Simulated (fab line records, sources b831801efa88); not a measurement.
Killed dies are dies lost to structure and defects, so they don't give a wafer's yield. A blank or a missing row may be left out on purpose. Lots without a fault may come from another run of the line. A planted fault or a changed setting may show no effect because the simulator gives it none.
Chamber matching | flow sky130 | SKY_METAL3_ETCH_17 on rie_diel-04: 3 sister chambers
The step etches SiO2 in C4F8/O2/Ar, stops on TiN, time 3.9 s, target depth 15 nm. 3 wafers are shown with their chamber, then 7 later ones without.

WAFERS WITH THEIR CHAMBER
wafer  | chamber | oes_product_au (a.u.)
L086.6 | 2       | 0.759
L090.1 | 0       | 0.748
L090.2 | 1       | 0.747

WAFERS WITHOUT THEIR CHAMBER
wafer  | oes_product_au (a.u.)
L090.6 | 0.758
L091.4 | 0.758
L091.5 | 0.761
L094.4 | 0.763
L094.5 | 0.761
L096.3 | 0.755
L096.5 | 0.756

WHICH CHAMBER EACH WENT THROUGH
wafer  | from the rows above          | in truth
L090.6 | 2                            | 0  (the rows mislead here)
L091.4 | 2                            | 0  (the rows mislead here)
L091.5 | 2                            | 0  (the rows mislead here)
L094.4 | 2                            | 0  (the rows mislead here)
L094.5 | 2                            | 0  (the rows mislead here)
L096.3 | can't be placed: 2 or 0 or 1 | 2
L096.5 | can't be placed: 2 or 0      | 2
Placed correctly: 0 of 7. Can't be placed from these rows: 2 (the true chamber is among the candidates in 2). Placed wrongly: 5.
How it was worked out, from the rows above alone: a wafer's distance from a chamber is the root of the sum, over the readings, of the square of ((its reading less the chamber's mean) divided by the reading's scatter). The wafer belongs to the nearest chamber; if the next one is less than 2 further off, it can't be placed. A chamber's mean is the mean of its shown wafers. The scatter: with one shown wafer a chamber, the root of the mean of the squares of how far each hidden wafer lies from its nearest shown one.
